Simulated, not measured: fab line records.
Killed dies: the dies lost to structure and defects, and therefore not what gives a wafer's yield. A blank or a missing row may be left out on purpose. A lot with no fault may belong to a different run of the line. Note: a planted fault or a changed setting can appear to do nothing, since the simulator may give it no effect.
A single fault, viewed from 2 desks || flow gf180mcu || only its own numbers are on each desk; what lay behind them is given at the end

== AT THE METROLOGY DESK ==
Means of the sampled wafers that have a number, per lot and without regard to the tool the lot ran on: this is what the gauges read. Any lot whose mean is over 4 standard deviations away from the usual mean is out of limits and marked OUT; that distance is given in the brackets.
Columns: A = HV_LDD_CVD_56_THK at GF_HV_LDD_THK_MEAS_57, usual 89.8 nm; B = SALICIDE_TIN_RS at GF_SALICIDE_RS_MEAS_04, usual 16.30 ohm/sq; C = CONTACT_CVD_00_THK at GF_CONTACT_THK_MEAS_01, usual 302.5 nm
{"lot": "L880", "first seen here": "day 12 11:08", "A": 88.8, "B": 15.97, "C": 301.6}
{"lot": "L882", "first seen here": "day 13 06:53", "A": 89.7, "B": 16.61, "C": 300.6}
{"lot": "L883", "first seen here": "day 13 15:02", "A": 90.5, "B": 16.04, "C": 302.8}
{"lot": "L884", "first seen here": "day 13 18:37", "A": 89.1, "B": 16.33, "C": 300.0}
{"lot": "L885", "first seen here": "day 14 01:47", "A": 88.7, "B": 16.23, "C": 302.5}
{"lot": "L886", "first seen here": "day 14 09:04", "A": 90.2, "B": 16.50, "C": 303.7}
{"lot": "L894", "first seen here": "day 17 14:57", "A": 89.9, "B": 16.57, "C": 302.1}
{"lot": "L895", "first seen here": "day 17 17:26", "A": 88.1, "B": 16.86, "C": 303.0}
{"lot": "L896", "first seen here": "day 18 04:40", "A": 90.1, "B": 16.08, "C": 301.9}
{"lot": "L897", "first seen here": "day 18 13:22", "A": 90.5, "B": 16.31, "C": 303.7}
{"lot": "L898", "first seen here": "day 18 17:16", "A": 90.7, "B": 16.07, "C": 304.0}
{"lot": "L901", "first seen here": "day 19 11:58", "A": 90.2, "B": 16.62, "C": 302.4}
{"lot": "L902", "first seen here": "day 19 19:25", "A": 88.7, "B": 16.42, "C": 301.9}
{"lot": "L903", "first seen here": "day 20 09:42", "A": 89.9, "B": 16.61, "C": 303.1}
This desk's verdict: no lot among the 14 shows anything out of limits.

== AT THE TOOL OWNER'S DESK: implanter-04 ==
GF_VT_IMPLANT_IMPLANT_19, tool's own readings: per-lot mean of the sampled wafers with a number, covering each lot this tool ran. Any lot whose mean is over 4 standard deviations away from the usual mean is out of limits and marked OUT; that distance is given in the brackets.
Columns: A = dose-ions-cm2 at GF_VT_IMPLANT_IMPLANT_19, usual 4.35e+12; B = faraday-current-uA at GF_VT_IMPLANT_IMPLANT_19, usual 24.5
{"lot": "L880", "first seen here": "day 6 05:43", "A": 4.35e+12, "B": 24.7}
{"lot": "L884", "first seen here": "day 7 07:41", "A": 4.35e+12, "B": 24.2}
{"lot": "L885", "first seen here": "day 7 14:05", "A": 4.35e+12, "B": 24.5}
{"lot": "L894", "first seen here": "day 10 00:56", "A": "4.59e+12 (+60) OUT", "B": 25.8}
{"lot": "L895", "first seen here": "day 10 06:07", "A": "4.60e+12 (+61) OUT", "B": 25.9}
This desk's finding: out of limits on L894, L895; first on L894, day 10 00:56 (dose-ions-cm2 at GF_VT_IMPLANT_IMPLANT_19). L880, L884, L885: within limits.

== BROUGHT TOGETHER ==
At day 10 00:56, on L894, L895, the tool owner's desk was in a position to raise an alarm.
At the metrology desk, nothing out of limits was observed.
The metrology desk holds a record of L894, L895, inside its limits.
The lots listed all ran GF_VT_IMPLANT_IMPLANT_19 on implanter-04.

== WHAT THE SIMULATOR HAD PUT IN ==
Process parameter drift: implanter-04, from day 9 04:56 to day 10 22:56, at GF_VT_IMPLANT_IMPLANT_19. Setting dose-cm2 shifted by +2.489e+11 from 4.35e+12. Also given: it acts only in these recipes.
Struck lots among those shown: L894, L895.
Hours from the fault's start to each desk's first reading out of limits: the tool owner's desk, 20.
